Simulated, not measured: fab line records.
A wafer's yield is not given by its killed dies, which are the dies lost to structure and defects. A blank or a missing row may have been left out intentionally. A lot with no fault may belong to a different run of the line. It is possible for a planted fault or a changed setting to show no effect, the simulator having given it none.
Which tool did it? + flow sfq_line + Sampling: 7 lots, 21 wafers, 4 of 325 route steps

== WHAT THE GAUGES READ, wafer by wafer ==
SFQ_M4_RS_MEAS_924: uses a four-point probe to measure.
| lot  | measured     | on            | M4_NB_RS (ohm/sq) |
|------|--------------|---------------|-------------------|
| L814 | day 50 03:58 | film_metro-03 | 0.884 0.883 0.889 |
| L816 | day 50 14:46 | film_metro-01 | 0.904 0.905 0.920 |
| L819 | day 51 05:12 | film_metro-02 | 0.886 0.884 0.874 |
| L821 | day 52 21:58 | film_metro-01 | 0.891 0.893 0.888 |
| L823 | day 54 02:53 | film_metro-02 | 0.892 0.879 0.876 |
| L833 | day 57 07:08 | film_metro-02 | 0.885 0.884 0.891 |
| L835 | day 57 09:29 | film_metro-02 | 0.898 0.900 0.901 |

== EACH LOT AND THE TOOL THAT RAN IT (in order: tool; ch and the chambers of the sampled wafers; start) ==
| lot  | SFQ_TRILAYER_I1_VIA_BARC_OPEN_VIA_ETCH_071 | SFQ_TRILAYER_M3_ETCH_METAL_ETCH_078 | SFQ_TRILAYER_M3_STRIP_STRIP_079   |
|------|--------------------------------------------|-------------------------------------|-----------------------------------|
| L814 | rie_diel-01 ch 0,1,2, day 31 10:22         | rie_metal-04 ch 0,1, day 44 17:18   | rie_metal-04 ch 0,1, day 44 17:26 |
| L816 | rie_diel-02 ch 0,1,3, day 32 08:05         | rie_metal-04 ch 1, day 45 05:22     | rie_metal-04 ch 1, day 45 05:37   |
| L819 | rie_diel-01 ch 0,1,2, day 34 06:05         | rie_metal-04 ch 0,1, day 46 14:14   | rie_metal-04 ch 0,1, day 46 14:31 |
| L821 | rie_diel-01 ch 1,2, day 35 14:36           | rie_metal-01 ch 0,1, day 48 02:30   | rie_metal-01 ch 0,1, day 48 02:37 |
| L823 | rie_diel-03 ch 1,2, day 36 03:48           | rie_metal-02 ch 0,1, day 48 14:30   | rie_metal-02 ch 0,1, day 48 14:37 |
| L833 | rie_diel-01 ch 2,3, day 39 23:38           | rie_metal-04 ch 0,1, day 51 05:25   | rie_metal-04 ch 0,1, day 51 05:41 |
| L835 | rie_diel-02 ch 0,1, day 40 15:14           | rie_metal-01 ch 0, day 51 07:46     | rie_metal-01 ch 0, day 51 07:53   |
- SFQ_TRILAYER_I1_VIA_BARC_OPEN_VIA_ETCH_071: etches BARC in O2, target depth 125 nm, time 41.7 s.
- SFQ_TRILAYER_M3_ETCH_METAL_ETCH_078: etches Nb in Cl2/Ar, stops on SiO2, target depth 240 nm, time 120 s.
- SFQ_TRILAYER_M3_STRIP_STRIP_079: strips in O2.

== THE ANSWER, worked out from the rows above alone ==
Rule: the usual values come from the lots themselves. Put in order of their means at a reading, lots are off if they are a third of the lots or fewer, leave a main group of 4 or more, and stand apart from it by a gap of 3 or more times the standard deviation of the main group's means; of several such gaps the widest counts. If all means in a main group match to the digits the tables above print for the reading, that group is not used. A lot without any number at a reading at which 4 lots or more have one is off too. All remaining lots with rows at the step are treated as sound.
No lot is off on any of the readings shown, so nothing can be concluded from this.

== WHAT WAS PUT IN BY THE SIMULATOR ==
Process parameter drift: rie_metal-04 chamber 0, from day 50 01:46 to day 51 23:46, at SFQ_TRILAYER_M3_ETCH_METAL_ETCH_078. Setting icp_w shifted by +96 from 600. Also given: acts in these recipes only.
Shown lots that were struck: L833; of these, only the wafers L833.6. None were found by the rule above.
